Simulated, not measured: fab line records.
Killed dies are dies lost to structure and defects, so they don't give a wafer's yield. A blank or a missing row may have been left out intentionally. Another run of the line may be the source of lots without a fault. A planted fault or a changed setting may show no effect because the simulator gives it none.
8D (eight disciplines) problem report, filled in by code    flow sky130    the parts of the form that need people (team, actions taken, sign-off) are left out

## 1. THE ISSUE
runLengthS at SKY_POLY_GATE_ETCH_17 reads a mean of 82.8 s on 6 wafers of 2 lots; wafers without a fault read 98.9 s with a standard deviation of 0.46. That puts it -35 standard deviations away from the usual mean.
The step: etches poly-Si in HBr/Cl2, stops on SiO2, target depth 180 nm, time 70.5 s.
First seen on wafer L129.1, day 18 14:49, on rieSi-01. Wafers with a number at this step in the record: 33, from 11 lots. Rule for "out", or "out of limits": more than 4 standard deviations from the usual mean. All remaining wafers that have a number are taken as sound.

## 2. WHAT IT IS; WHAT IT IS NOT
question                     is                      is not
which readings at this step  runLengthS              drypumpMotorCurrentA, throttleValvePct
which lots                   L129, L131              L126, L138, L140, L141, L142, L143, L144, L145, L146
which wafers of those lots   all that have a number  -
read on which tools          rieSi-01                rieSi-02
when                         from day 18 14:49       up to then (3 sound wafers); but 24 sound wafers of L138, L140, L141, L142, L143, L144, L145, L146 came after

## 3. THE SUSPECTS, EACH WITH WHAT RULES IT OUT
Counting: a tool stays on the suspect list if, at a process step up to the reading, it processed all lots that are out and no sound lot following the first of them.
- rieSi-01 at SKY_POLY_GATE_ETCH_17 (etches poly-Si in HBr/Cl2, stops on SiO2, target depth 180 nm, time 70.5 s): ruled out as a lasting fault. The sound lots L138, L140, L142, L144, L145, L146 went through it after L129, its earliest lot that is out (day 18 14:49).
Left after counting: nothing in the record.

## 4. THE CAUSE (what the simulator had put in)
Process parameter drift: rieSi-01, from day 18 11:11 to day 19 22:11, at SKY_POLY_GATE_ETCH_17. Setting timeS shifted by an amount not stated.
Counting ruled it out, wrongly.

## 5. SEQUENCE OF EFFECTS, ordered by route
Each row: a reading where the mean over the struck wafers with a number is more than 3 standard deviations away from the usual. Only readings whose record carries a usual standard deviation are examined. hours: median over the lots of the time between each lot's start at the first step of this table that gives one and its start at this step. sigmas: the change, counted in usual standard deviations.
hours  step                    reading               usual   on struck wafers  change  sigmas
0      SKY_POLY_GATE_ETCH_17   runLengthS            98.9 s  82.8              -16.1   -35
0      SKY_POLY_GATE_STRIP_18  stripTimeToEndpointS  3.14 s  3.36              +0.22   +6.9
Its process steps:
- SKY_POLY_GATE_ETCH_17: etches poly-Si in HBr/Cl2, stops on SiO2, target depth 180 nm, time 70.5 s.
- SKY_POLY_GATE_STRIP_18: strips in O2/N2.
Readings that are blank on the struck wafers while sound wafers have them: biasW at SKY_POLY_GATE_ETCH_17.

## 6. WHAT WOULD HAVE CAUGHT IT SOONER
In this record the first reading out of limits was taken at day 18 14:49, 4 hours after the fault began at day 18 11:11.
